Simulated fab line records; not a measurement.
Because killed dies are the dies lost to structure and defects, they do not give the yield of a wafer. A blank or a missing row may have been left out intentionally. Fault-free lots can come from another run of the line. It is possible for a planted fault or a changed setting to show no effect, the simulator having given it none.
fab line records    flow sky130
record: lots: 14  wafers: 42  last_day: 50
route steps=708 shown SONOS_TUNNEL@162 POLY_CUT@317 METAL3@533
lots that met no fault: from a run of the same line without faults
start_h: start of the lot's first displayed wafer, in hours after the record's first day    wait_h: hours since the lot's step before    " the same as in the row above    L1.1+2: a single row standing in for several wafers    - no value, or no start was given    * or withheld: withheld    < > ~ a bound
route shown NAME@n: NAME is a module with steps in the file, n the number in the route of the first one    usual: mean/standard deviation of fault-free wafers    same: alike in all rows    chamber/n: place in a boat    sites: each site's reading    _std_site: standard deviation of those values    _edge_site: inner sites' mean taken away from outer sites' mean    radius_mm: how far each site lies from the wafer's centre    mask NAME#n: copy n    behind: the last tool/chamber to shape the wafer    hold: the reason the lot was held/the length of the hold in hours/how it ended    device: the transistor (n, p or np) that didn't switch    end of line: tests of these same wafers at the route's end    a step with no rows: only its recipe    killed: at the first sort, the dies lost to defects and structure; wafer yield is something else    map: a wafer's dies, x killed, . not, _ none there
set.NAME: setting as actually run; set.NAME@STEP: the setting as run at that earlier step    model.NAME: the simulator's own value behind a step, which no gauge read
one table for each step of the route and one row for each wafer, over a sample of lots
services: the hour from which a tool's chamber was out of use, counted from the record's first day as start_h (under 0 if before that day), plus the number of hours and why
== steps ==
step: SKY_SONOS_TUNNEL_OVL_MEAS_08
usual: SONOS_TUNNEL_OVL: 0.9/1.4
lot.wafer  tool        chamber  start_h  wait_h  SONOS_TUNNEL_OVL[nm]
L184.1     overlay-01  -        260.40   0.1     0.9
L184.2     "           -        "        "       1.3
L184.3     "           -        "        "       -0.4
L185.1     overlay-02  -        279.43   0.1     5.5
L185.2     "           -        "        "       1.9
L185.3     "           -        "        "       2.9
L186.1     overlay-01  -        281.25   0.1     0.9
L186.3     "           -        "        "       1.4
L186.6     "           -        "        "       1.2
L187.4     overlay-01  -        282.57   0.1     0.9
L187.5     "           -        "        "       -2.3
L187.6     "           -        "        "       -0.8
L189.1     overlay-02  -        297.19   0.1     1.5
L189.3     "           -        "        "       -0.1
L189.6     "           -        "        "       0.1
L188.2     overlay-01  -        298.86   0.1     2.9
L188.3     "           -        "        "       3.1
L188.4     "           -        "        "       3.5
L191.2     overlay-01  -        316.39   0.1     -0.2
L191.3     "           -        "        "       -1.4
L191.4     "           -        "        "       -1.2
L197.1     overlay-02  -        367.78   0.1     0.8
L197.2     "           -        "        "       0.2
L197.4     "           -        "        "       1.6
L196.3     overlay-01  -        368.09   0.1     -0.5
L196.4     "           -        "        "       -0.1
L196.6     "           -        "        "       -0.2
L198.2     overlay-01  -        374.14   0.1     -1.2
L198.3     "           -        "        "       1.9
L198.4     "           -        "        "       -1.3
L199.2     overlay-02  -        374.74   0.1     2.8
L199.4     "           -        "        "       2.8
L199.6     "           -        "        "       1.0
L201.1     overlay-01  -        386.08   0.1     1.2
L201.5     "           -        "        "       1.8
L201.6     "           -        "        "       0.1
L202.1     overlay-02  -        398.95   0.1     2.7
L202.3     "           -        "        "       1.2
L202.5     "           -        "        "       3.6
L206.2     overlay-01  -        418.76   0.1     2.9
L206.3     "           -        "        "       2.6
L206.5     "           -        "        "       3.9
step: SKY_POLY_CUT_ETCH_10
recipe: chemistry: N2/H2  target: BARC  ion_energy_ev: 200  source_w: 500  bias_w: 100  pressure_mtorr: 30  n2_flow_sccm: 100  h2_flow_sccm: 200  stop_on: SiO2  time_s: 45.9  target_depth_a: 600
usual: bias_w: 100.01/0.29  chamber_pressure_mTorr: 29.997/0.026  drypump_motor_current_A: 5.7/0.61  oes_product_au: 0.855/0.005  throttle_valve_pct: 13.225/0.0085  time_s: 45.9/0
lot.wafer  tool         chamber  start_h  wait_h  bias_w  chamber_pressure_mTorr  drypump_motor_current_A  oes_product_au  rf_hours_counter_h  throttle_valve_pct  time_s
L184.1     rie_diel-01  1        567.79   0.0     99.75   30.023                  4.8                      0.853           62                  13.225              45.9
L184.2     "            2        "        "       99.51   29.973                  6.7                      0.854           1                   13.228              45.9
L184.3     "            3        "        "       99.89   29.979                  5.3                      0.852           63                  13.234              45.9
L185.1     rie_diel-01  0        586.64   0.0     100.23  30.046                  5.6                      0.863           1                   13.227              45.9
L185.2     "            1        "        "       100.50  29.948                  4.8                      0.859           63                  13.233              45.9
L185.3     "            3        "        "       99.75   30.017                  5.2                      0.856           63                  13.221              45.9
L186.1     rie_diel-04  2        591.67   0.0     100.81  30.027                  5.5                      0.853           17                  13.219              45.9
L186.3     "            0        "        "       100.02  29.989                  5.3                      0.854           26                  13.219              45.9
L186.6     "            0        "        "       99.86   29.987                  5.2                      0.851           -                   13.236              45.9
L187.4     rie_diel-04  1        598.04   0.0     -       -                       -                        -               -                   -                   -
L187.5     "            1        "        "       -       -                       -                        -               -                   -                   -
L187.6     "            0        "        "       -       -                       -                        -               -                   -                   -
L188.2     rie_diel-01  1        614.12   0.0     -       -                       -                        -               -                   -                   -
L188.3     "            3        "        "       -       -                       -                        -               -                   -                   -
L188.4     "            0        "        "       -       -                       -                        -               -                   -                   -
L189.1     rie_diel-02  2        615.12   0.0     100.19  30.026                  5.0                      0.849           14                  13.223              45.9
L189.3     "            1        "        "       100.05  29.991                  5.9                      0.852           3                   13.230              45.9
L189.6     "            1        "        "       99.62   29.979                  5.9                      0.857           -                   13.225              45.9
L191.2     rie_diel-02  1        636.91   0.0     99.88   29.998                  5.9                      0.848           4                   13.235              45.9
L191.3     "            2        "        "       100.04  30.044                  5.0                      0.853           14                  13.227              45.9
L191.4     "            1        "        "       100.04  29.989                  5.9                      0.866           -                   13.214              45.9
L196.3     rie_diel-04  2        684.69   0.0     100.02  30.040                  5.5                      0.853           19                  13.230              45.9
L196.4     "            3        "        "       99.59   30.030                  6.3                      0.850           15                  13.230              45.9
L196.6     "            3        "        "       100.43  30.041                  6.3                      0.851           -                   13.216              45.9
L197.1     rie_diel-04  3        686.59   0.0     100.46  29.980                  6.3                      0.851           15                  13.236              45.9
L197.2     "            2        "        "       99.99   29.986                  5.5                      0.851           19                  13.225              45.9
L197.4     "            1        "        "       100.15  29.985                  6.0                      0.856           10                  13.230              45.9
L198.2     rie_diel-01  0        690.14   0.0     99.85   29.994                  5.6                      0.857           4                   13.211              45.9
L198.3     "            1        "        "       99.81   29.990                  4.8                      0.855           0                   13.219              45.9
L198.4     "            3        "        "       99.83   29.960                  5.2                      0.857           1                   13.236              45.9
L199.2     rie_diel-01  3        693.19   0.0     99.79   30.006                  5.3                      0.847           1                   13.211              45.9
L199.4     "            2        "        "       99.94   30.015                  6.7                      0.855           5                   13.223              45.9
L199.6     "            2        "        "       99.35   29.987                  6.7                      0.856           -                   13.217              45.9
L201.1     rie_diel-04  3        697.99   0.0     99.82   29.966                  6.2                      0.865           15                  13.222              45.9
L201.5     "            3        "        "       99.91   29.990                  6.3                      0.857           -                   13.230              45.9
L201.6     "            2        "        "       99.90   30.007                  5.5                      0.860           -                   13.229              45.9
L202.1     rie_diel-02  2        717.07   0.0     99.96   29.997                  5.0                      0.856           16                  13.224              45.9
L202.3     "            0        "        "       99.84   30.009                  6.6                      0.853           6                   13.216              45.9
L202.5     "            3        "        "       99.85   29.992                  5.7                      0.853           -                   13.226              45.9
L206.2     rie_diel-02  2        732.74   0.0     99.82   29.984                  5.0                      0.867           17                  13.208              45.9
L206.3     "            0        "        "       100.75  29.954                  6.6                      0.859           7                   13.217              45.9
L206.5     "            2        "        "       100.25  30.024                  5.0                      0.853           -                   13.238              45.9
step: SKY_POLY_CUT_ETCH_11
recipe: target: Si3N4  chemistry: CF4/CH2F2/Ar  stop_on: poly-Si  source_w: 600  bias_w: 150  pressure_mtorr: 40  cf4_flow_sccm: 40  ch2f2_flow_sccm: 20  Ar_flow_sccm: 150  time_s: 42.5  target_depth_a: 600
usual: bias_w: 150.0/0.43  cf4_flow_sccm: 39.99/0.12  drypump_motor_current_A: 5.7/0.61  mfc_ar_sccm: 150.1/0.5  oes_product_au: 0.829/0.0061  throttle_valve_pct: 14.995/0.008
same: time_s: 42.5
lot.wafer  tool         chamber  start_h  wait_h  bias_w  cf4_flow_sccm  drypump_motor_current_A  mfc_ar_sccm  oes_product_au  rf_hours_counter_h  throttle_valve_pct
L184.1     rie_diel-01  1        567.83   0.0     150.1   40.10          4.8                      150.2        0.844           62                  14.997
L184.2     "            2        "        "       150.1   39.96          6.7                      150.6        0.827           1                   15.001
L184.3     "            3        "        "       150.0   39.96          5.2                      150.2        0.840           63                  15.005
L185.1     rie_diel-01  0        586.68   0.0     149.3   39.99          5.6                      150.5        0.821           1                   15.002
L185.2     "            1        "        "       150.1   39.96          4.8                      150.7        0.816           63                  14.992
L185.3     "            3        "        "       150.3   40.13          5.3                      149.3        0.831           63                  14.991
L186.1     rie_diel-04  2        591.71   0.0     149.7   40.14          5.5                      151.0        0.829           17                  14.999
L186.3     "            0        "        "       149.9   40.02          5.2                      149.9        0.822           26                  15.000
L186.6     "            0        "        "       149.8   39.96          5.2                      149.6        0.823           -                   15.005
L187.4     rie_diel-04  1        598.08   0.0     149.8   40.19          6.0                      150.0        0.371           9                   14.944
L187.5     "            1        "        "       150.0   40.25          6.0                      150.6        0.372           -                   14.939
L187.6     "            0        "        "       150.1   39.95          5.2                      150.2        0.376           -                   14.969
L188.2     rie_diel-01  1        614.16   0.0     150.4   40.03          4.8                      150.1        0.378           63                  14.961
L188.3     "            3        "        "       150.0   39.95          5.2                      149.8        0.375           64                  14.957
L188.4     "            0        "        "       150.3   40.06          5.6                      150.5        0.378           2                   14.956
L189.1     rie_diel-02  2        615.16   0.0     149.7   39.77          5.0                      150.3        0.830           14                  15.002
L189.3     "            1        "        "       149.8   39.92          5.9                      150.0        0.824           3                   14.985
L189.6     "            1        "        "       149.8   40.04          5.9                      149.8        0.836           -                   14.986
L191.2     rie_diel-02  1        636.95   0.0     149.8   40.05          6.0                      149.8        0.832           4                   15.001
L191.3     "            2        "        "       150.3   39.98          5.0                      150.8        0.829           14                  15.005
L191.4     "            1        "        "       150.4   40.01          5.9                      150.4        0.839           -                   14.999
L196.3     rie_diel-04  2        684.73   0.0     149.8   40.08          5.5                      149.1        0.823           19                  14.997
L196.4     "            3        "        "       149.7   40.15          6.2                      149.2        0.825           15                  14.982
L196.6     "            3        "        "       150.6   40.07          6.2                      150.4        0.830           -                   14.987
L197.1     rie_diel-04  3        686.63   0.0     150.6   40.05          6.2                      150.4        0.840           15                  14.987
L197.2     "            2        "        "       149.8   39.84          5.5                      149.6        0.829           19                  14.998
L197.4     "            1        "        "       150.1   40.18          6.0                      149.7        0.836           10                  14.993
L198.2     rie_diel-01  0        690.18   0.0     149.9   39.97          5.5                      150.1        0.833           4                   14.991
L198.3     "            1        "        "       149.5   40.02          4.8                      150.5        0.832           0                   14.995
L198.4     "            3        "        "       150.2   39.89          5.3                      149.7        0.833           1                   15.005
L199.2     rie_diel-01  3        693.23   0.0     150.2   39.87          5.2                      150.6        0.834           1                   15.008
L199.4     "            2        "        "       149.7   39.96          6.7                      150.0        0.836           5                   14.994
L199.6     "            2        "        "       149.9   39.90          6.7                      150.2        0.849           -                   14.976
L201.1     rie_diel-04  3        698.03   0.0     149.8   40.04          6.3                      150.2        0.836           15                  14.994
L201.5     "            3        "        "       150.6   40.00          6.3                      150.4        0.836           -                   14.988
L201.6     "            2        "        "       150.3   39.90          5.5                      149.6        0.828           -                   14.998
L202.1     rie_diel-02  2        717.11   0.0     149.9   40.12          5.0                      150.1        0.831           16                  15.000
L202.3     "            0        "        "       150.0   40.07          6.5                      149.9        0.841           6                   14.994
L202.5     "            3        "        "       150.5   40.08          5.7                      149.7        0.832           -                   14.984
L206.2     rie_diel-02  2        732.78   0.0     150.2   40.12          5.0                      149.7        0.836           17                  15.010
L206.3     "            0        "        "       150.3   40.01          6.6                      150.0        0.833           7                   14.997
L206.5     "            2        "        "       149.8   40.33          5.0                      150.1        0.825           -                   15.004
step: SKY_POLY_CUT_STRIP_12
recipe: chemistry: O2/N2  power_w: 1400  pressure_mtorr: 1500  platen_temp_c: withheld  o2_flow_sccm: 3000  n2_flow_sccm: 300  overash_fraction: 0.5
usual: drypump_motor_current_A: 5.6/0.36  oes_product_au: 0.453/0.005  strip_time_to_endpoint_s: 5.367/0.019
lot.wafer  tool             chamber  start_h  wait_h  drypump_motor_current_A  oes_product_au  rf_hours_counter_h  strip_time_to_endpoint_s
L184.1     plasma_asher-03  0        567.87   0.0     5.3                      0.447           14                  5.359
L184.2     "                1        "        "       5.4                      0.441           14                  5.395
L184.3     "                0        "        "       5.3                      0.458           -                   5.376
L185.1     plasma_asher-03  1        586.72   0.0     5.4                      0.450           16                  5.365
L185.2     "                0        "        "       5.2                      0.452           16                  5.373
L185.3     "                0        "        "       5.3                      0.449           -                   5.380
L186.1     plasma_asher-02  1        591.75   0.0     5.4                      0.449           89                  5.358
L186.3     "                0        "        "       6.4                      0.462           -                   5.368
L186.6     "                1        "        "       5.4                      0.452           -                   5.369
L187.4     plasma_asher-04  1        598.16   0.1     5.8                      0.456           -                   5.625
L187.5     "                0        "        "       5.4                      0.468           -                   5.628
L187.6     "                1        "        "       5.8                      0.470           -                   5.648
L188.2     plasma_asher-03  1        614.20   0.0     5.4                      0.461           18                  5.631
L188.3     "                0        "        "       5.3                      0.466           -                   5.616
L188.4     "                1        "        "       5.4                      0.454           -                   5.620
L189.1     plasma_asher-03  0        615.20   0.0     5.3                      0.451           18                  5.380
L189.3     "                1        "        "       5.4                      0.449           -                   5.380
L189.6     "                1        "        "       5.4                      0.462           -                   5.388
L191.2     plasma_asher-02  0        636.99   0.0     6.4                      0.456           94                  5.384
L191.3     "                0        "        "       6.3                      0.454           -                   5.366
L191.4     "                1        "        "       5.4                      0.457           -                   5.384
L196.3     plasma_asher-04  1        684.81   0.1     5.8                      0.458           -                   5.377
L196.4     "                0        "        "       5.4                      0.452           -                   5.377
L196.6     "                1        "        "       5.8                      0.458           -                   5.372
L197.1     plasma_asher-04  1        686.67   0.0     5.8                      0.456           85                  5.368
L197.2     "                0        "        "       5.4                      0.453           85                  5.376
L197.4     "                0        "        "       5.4                      0.447           -                   5.365
L198.2     plasma_asher-02  1        690.22   0.0     5.4                      0.445           99                  5.326
L198.3     "                1        "        "       5.4                      0.452           -                   5.361
L198.4     "                0        "        "       6.3                      0.449           -                   5.352
L199.2     plasma_asher-02  1        693.27   0.0     5.4                      0.449           99                  5.374
L199.4     "                0        "        "       6.3                      0.459           -                   5.361
L199.6     "                0        "        "       6.4                      0.447           -                   5.362
L201.1     plasma_asher-04  0        698.07   0.0     5.4                      0.457           87                  5.384
L201.5     "                0        "        "       5.4                      0.448           -                   5.378
L201.6     "                1        "        "       5.8                      0.452           -                   5.379
L202.1     plasma_asher-03  1        717.15   0.0     5.4                      0.456           28                  5.350
L202.3     "                1        "        "       5.4                      0.461           -                   5.355
L202.5     "                1        "        "       5.4                      0.458           -                   5.370
L206.2     plasma_asher-04  0        732.82   0.0     5.4                      0.454           90                  5.359
L206.3     "                0        "        "       5.4                      0.449           -                   5.351
L206.5     "                1        "        "       5.8                      0.458           -                   5.366
step: SKY_METAL3_SPUTTER_01
recipe: material: TiN  target_thk_nm: 20  power_w: 6500  time_s: 16.7  chamber_pressure_pa: 0.4
usual: throttle_valve_pct: 30.1/0.88
same: time_s: 16.7
lot.wafer  tool            chamber  start_h  wait_h  throttle_valve_pct
L184.1     pvd_sputter-03  -        860.38   0.0     30.6
L184.2     "               -        "        "       31.6
L184.3     "               -        "        "       30.7
L185.1     pvd_sputter-04  -        874.51   0.0     29.7
L185.2     "               -        "        "       28.4
L185.3     "               -        "        "       30.5
L186.1     pvd_sputter-04  -        878.56   0.0     28.7
L186.3     "               -        "        "       29.9
L186.6     "               -        "        "       29.7
L189.1     pvd_sputter-04  -        899.74   0.0     28.6
L189.3     "               -        "        "       30.3
L189.6     "               -        "        "       29.5
L191.2     pvd_sputter-03  -        919.58   0.0     30.3
L191.3     "               -        "        "       32.0
L191.4     "               -        "        "       29.7
L196.3     pvd_sputter-01  -        960.00   0.0     30.4
L196.4     "               -        "        "       30.5
L196.6     "               -        "        "       30.4
L197.1     pvd_sputter-04  -        962.34   0.0     29.7
L197.2     "               -        "        "       28.1
L197.4     "               -        "        "       29.8
L198.2     pvd_sputter-03  -        965.06   0.0     31.8
L198.3     "               -        "        "       30.6
L198.4     "               -        "        "       30.7
L199.2     pvd_sputter-04  -        968.38   0.0     29.9
L199.4     "               -        "        "       30.4
L199.6     "               -        "        "       29.7
L201.1     pvd_sputter-03  -        972.15   0.0     29.7
L201.5     "               -        "        "       30.9
L201.6     "               -        "        "       31.8
L202.1     pvd_sputter-04  -        987.47   0.0     30.3
L202.3     "               -        "        "       28.4
L202.5     "               -        "        "       30.3
L206.2     pvd_sputter-03  -        1002.01  0.0     29.8
L206.3     "               -        "        "       32.0
L206.5     "               -        "        "       29.8
step: SKY_METAL3_SPUTTER_03
recipe: material: Ti  target_thk_nm: 5  power_w: 3000  time_s: 3.3  chamber_pressure_pa: 0.4
usual: throttle_valve_pct: 30.1/0.88
same: time_s: 3.3
lot.wafer  tool            chamber  start_h  wait_h  throttle_valve_pct
L184.1     pvd_sputter-03  -        860.44   0.0     30.6
L184.2     "               -        "        "       31.7
L184.3     "               -        "        "       30.7
L185.1     pvd_sputter-04  -        874.58   0.0     29.8
L185.2     "               -        "        "       28.7
L185.3     "               -        "        "       30.5
L186.1     pvd_sputter-04  -        878.63   0.0     28.4
L186.3     "               -        "        "       29.9
L186.6     "               -        "        "       29.5
L189.1     pvd_sputter-04  -        899.80   0.0     28.5
L189.3     "               -        "        "       30.7
L189.6     "               -        "        "       30.0
L191.2     pvd_sputter-03  -        919.65   0.0     30.4
L191.3     "               -        "        "       31.9
L191.4     "               -        "        "       29.8
L196.3     pvd_sputter-01  -        960.07   0.0     30.5
L196.4     "               -        "        "       30.5
L196.6     "               -        "        "       30.2
L197.1     pvd_sputter-04  -        962.40   0.0     29.6
L197.2     "               -        "        "       28.5
L197.4     "               -        "        "       29.5
L198.2     pvd_sputter-03  -        965.12   0.0     31.7
L198.3     "               -        "        "       30.4
L198.4     "               -        "        "       30.8
L199.2     pvd_sputter-04  -        968.45   0.0     29.9
L199.4     "               -        "        "       30.3
L199.6     "               -        "        "       29.5
L201.1     pvd_sputter-03  -        972.22   0.0     30.0
L201.5     "               -        "        "       30.5
L201.6     "               -        "        "       31.8
L202.1     pvd_sputter-04  -        987.54   0.0     30.3
L202.3     "               -        "        "       28.5
L202.5     "               -        "        "       30.3
L206.2     pvd_sputter-03  -        1002.08  0.0     29.5
L206.3     "               -        "        "       32.1
L206.5     "               -        "        "       29.7
== services ==
tool            chamber  start_h  hours  kind
rie_diel-01     2        570.14   4.0    repair
rie_diel-04     1        589.96   2.6    repair
pvd_sputter-04  -        601.05   3.9    repair
rie_diel-04     3        605.76   6.3    repair
rie_diel-04     1        613.89   9.5    repair
pvd_sputter-04  -        617.96   5.3    repair
rie_diel-04     2        619.51   3.2    repair
rie_diel-01     1        620.12   10.5   repair
rie_diel-04     -        625.25   0.6    repair
rie_diel-04     -        625.60   1.3    repair
pvd_sputter-03  -        626.16   4.1    repair
pvd_sputter-04  -        628.32   1.5    repair
pvd_sputter-03  -        640.39   3.1    repair
rie_diel-01     3        642.09   10.2   repair
rie_diel-04     1        667.47   7.7    repair
pvd_sputter-03  -        670.86   1.8    repair
rie_diel-01     -        676.23   2.8    pm
rie_diel-04     0        695.99   4.1    repair
rie_diel-01     0        738.58   8.0    repair
rie_diel-04     1        753.17   22.8   repair
rie_diel-04     3        759.73   2.7    repair
rie_diel-04     -        779.22   5.6    repair
rie_diel-04     2        832.38   4.2    repair
pvd_sputter-04  -        935.87   3.5    repair
== key ==
first_sign: step: SKY_POLY_CUT_ETCH_10  reading: tool_record  direction: missing
effect: step: SKY_POLY_CUT_ETCH_11  reading: oes_product_au  direction: down  sigmas: 74  usual: 0.829  struck: 0.375
effect: step: SKY_POLY_CUT_STRIP_12  reading: strip_time_to_endpoint_s  direction: up  sigmas: 14  usual: *  struck: *
met_at SKY_POLY_CUT_ETCH_10
struck_lots L187,L188
later_rows_left_out L187.4,L187.5,L187.6,L188.2,L188.3,L188.4
sort_left_out L187.4,L187.5,L187.6,L188.2,L188.3,L188.4
tester_left_out L187,L188
not_acting_at SKY_SONOS_TUNNEL_OVL_MEAS_08,SKY_METAL3_SPUTTER_01,SKY_METAL3_SPUTTER_03
onset_between 591.67 598.04
fault: kind: skipped_step_whole  tool: rie_diel-01,rie_diel-04  chamber: -  onset_h: 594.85  steps: SKY_POLY_CUT_ETCH_10  scope: struck_lots_only
tester_left_out: of these lots the tester's yield and bins aren't shown, on N5 and GAA mostly nor the transistor test; their killed dies are dies lost to structure and defects alone, not to doping, threshold or leakage, so they don't give the yield
sort_left_out: the simulated sort isn't trusted on such a fault, so these wafers' sort isn't shown, and their yield isn't known
later_rows_left_out: the simulator's readings of these wafers behind a module that went badly wrong aren't trusted and aren't shown, but for the sort
